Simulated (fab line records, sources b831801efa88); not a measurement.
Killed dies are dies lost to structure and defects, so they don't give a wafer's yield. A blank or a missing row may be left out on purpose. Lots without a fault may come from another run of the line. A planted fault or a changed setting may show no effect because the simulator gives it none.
A struck lot beside a sound one | flow sky130 | 28 steps out of a route of 708
Sound: wafers L677.2, L677.4, L677.5. Struck: wafer L670.5. (L670.1, L670.3 of the same lot were not struck and are left out.) The cause comes at the end.
At each step with rows: each side's tool, then ch and its chambers, then its first start. Under that, the readings that differ: sound wafers | struck wafers | difference of the means | sigmas: that difference in standard deviations of wafers without a fault.
alike: readings whose means differ by less than 2 such deviations, and words and numbers that are the same on both sides. not compared: withheld readings, readings that some wafer has no value for, bounds like >300 that may hide the same value, and numbers for which the record gives no deviation and whose values overlap.
The two part at a step that has a row with sigmas, a row that says differs or no value, or rows on one side only. Numbers that don't overlap but have no deviation are shown without sigmas and don't part them. A reading that every wafer of one side lacks parts them only if that side has two wafers or more.

first, 1 step without rows for these wafers: SKY_VIA4_ETCH_12 (etches SiO2 in C4F8/O2/Ar, stops on TiN, target depth 580 nm).
SKY_VIA4_STRIP_13: strips in O2/N2.
  sound on plasma_asher-02 ch 0, day 47 01:46; struck on plasma_asher-04 ch 1, day 45 12:28
  reading                     | sound       | struck | difference | sigmas
  drypump_motor_current_A (A) | 6.4 6.4 6.4 | 5.6    | -0.8       | -2
  alike: chamber_pressure_mTorr, o2_flow_sccm, oes_product_au, strip_time_to_endpoint_s
  not compared: rf_hours_counter_h
then, 3 steps without rows for these wafers: SKY_VIA4_STRIP_14 (strips in post etch residue remover, time 1200 s); SKY_VIA4_CLEAN_15 (cleans in IPA, time 180 s); SKY_VIA4_CLEAN_16 (cleans in O3/DIW).
SKY_VIA4_SPUTTER_17: material TiN, target thk 20 nm, time 80 s.
  sound on pvd_sputter-01, day 47 02:24; struck on pvd_sputter-02, day 45 13:06
  alike: cathode_dc_power_W, throttle_valve_pct
then, 1 step without rows for these wafers: SKY_VIA4_CVD_18 (deposits W, target thk 505 nm, time 152.14 s).
SKY_VIA4_RS_MEAS_19: measures by four-point-probe.
  sound on film_metro-04, day 47 02:38; struck on film_metro-02, day 45 13:19
  alike: VIA4_W_RS
SKY_VIA4_THK_MEAS_20: measures by xrf.
  sound on film_metro-04, day 47 02:44; struck on film_metro-02, day 45 13:26
  alike: VIA4_W_THK
SKY_VIA4_CMP_21: polishes, stops on SiO2, t overpolish 25 s, target thk 0 nm.
  sound on cmp-01 ch 1,2, day 47 02:47; struck on cmp-02 ch 1, day 45 13:32
  reading                 | sound             | struck | difference | sigmas
  head_pressure_psi (psi) | 3.500 3.500 3.509 | 3.486  | -0.017     | -2
  alike: motor_current_A, overpolish_run_s, retaining_ring_pressure_frac, slurry_filter_dp_kPa, time_to_endpoint_s
then, 2 steps without rows for these wafers: SKY_METAL5_SPUTTER_00 (material Ti, target thk 15 nm, time 10 s); SKY_METAL5_SPUTTER_01 (material TiN, target thk 20 nm, time 16.7 s).
SKY_METAL5_SPUTTER_02: material AlCu, target thk 1150 nm, time 61.2 s.
  sound on pvd_sputter-01, day 47 03:08; struck on pvd_sputter-04, day 45 13:50
  reading                                     | sound             | struck | difference | sigmas
  cathode_dc_power_W (W)                      | 10598 10600 10598 | 10604  | +5         | +3
  model.AlCu_of_METAL5_SPUTTER_02.thk_nm (nm) | 1146 1153 1143    | 1409   | +262       |
  alike: throttle_valve_pct
SKY_METAL5_SPUTTER_03: material Ti, target thk 5 nm, time 3.3 s.
  sound on pvd_sputter-01, day 47 03:11; struck on pvd_sputter-04, day 45 13:53
  alike: cathode_dc_power_W, throttle_valve_pct
then, 1 step without rows for these wafers: SKY_METAL5_SPUTTER_04 (material TiN, target thk 70 nm, time 58.3 s).
SKY_METAL5_RS_MEAS_05: measures by four-point-probe.
  sound on film_metro-01, day 47 03:17; struck on film_metro-04, day 45 13:58
  reading                 | sound                  | struck  | difference | sigmas
  METAL5_ALCU_RS (ohm/sq) | 0.02713 0.02696 0.0272 | 0.02208 | -0.00502   | -19
SKY_METAL5_THK_MEAS_06: measures by xrf.
  sound on film_metro-01, day 47 03:23; struck on film_metro-04, day 45 14:05
  reading              | sound          | struck | difference | sigmas
  METAL5_ALCU_THK (nm) | 1160 1166 1154 | 1434   | +274       | +21
then, 7 steps without rows for these wafers: SKY_METAL5_DEHYDRATE_07 (time 60 s); SKY_METAL5_HMDS_08 (prime time 60 s); SKY_METAL5_COAT_09 (resist thk 1800 nm); SKY_METAL5_SOFTBAKE_10 (time 60 s); SKY_METAL5_EXPOSE_11 (exposes mask MM5, target cd 1600 nm); SKY_METAL5_PEB_12; SKY_METAL5_DEVELOP_13 (develop time 60 s).
SKY_METAL5_DESCUM_14: chemistry O2, time 11 s.
  sound on rie_metal-03 ch 0,1, day 47 22:56; struck on rie_metal-02 ch 1, day 46 12:34
  alike: chamber_pressure_mTorr, drypump_motor_current_A, oes_product_au
  not compared: rf_hours_counter_h
SKY_METAL5_METAL_ETCH_15: etches the open film in Cl2/BCl3, stops on SiO2, target depth 1260 nm, time 252 s.
  sound on rie_metal-03 ch 0,1, day 47 22:58; struck on rie_metal-02 ch 1, day 46 12:36
  reading                | sound                | struck | difference | sigmas
  oes_product_au (a.u.)  | 0.893 0.897 0.890    | 0.991  | +0.098     | +19
  throttle_valve_pct (%) | 22.255 22.252 22.260 | 22.276 | +0.020     | +2
  alike: chamber_pressure_mTorr, drypump_motor_current_A
  not compared: rf_hours_counter_h
then, 1 step without rows for these wafers: SKY_METAL5_STRIP_16 (strips in O2/N2).
SKY_PAD_OPEN_PROBE_99:
  sound on prober-02, day 49 15:23; struck on prober-01, day 48 08:36
  reading                               | sound                   | struck  | difference | sigmas
  model.etest.met5_comb.leak_log10_a_um | -11.99 -11.88 -12.15    | -9.137  | +2.870     |
  model.etest.met5.rs_ohm_sq            | 0.02716 0.02689 0.02734 | 0.02202 | -0.00511   |
  model.etest.met5.line_ohm_um          | 0.01694 0.01686 0.01712 | 0.01375 | -0.00322   |

WHERE THEY PART
First at SKY_VIA4_STRIP_13; last, within this record, at SKY_METAL5_METAL_ETCH_15.

WHY: what the simulator had put in
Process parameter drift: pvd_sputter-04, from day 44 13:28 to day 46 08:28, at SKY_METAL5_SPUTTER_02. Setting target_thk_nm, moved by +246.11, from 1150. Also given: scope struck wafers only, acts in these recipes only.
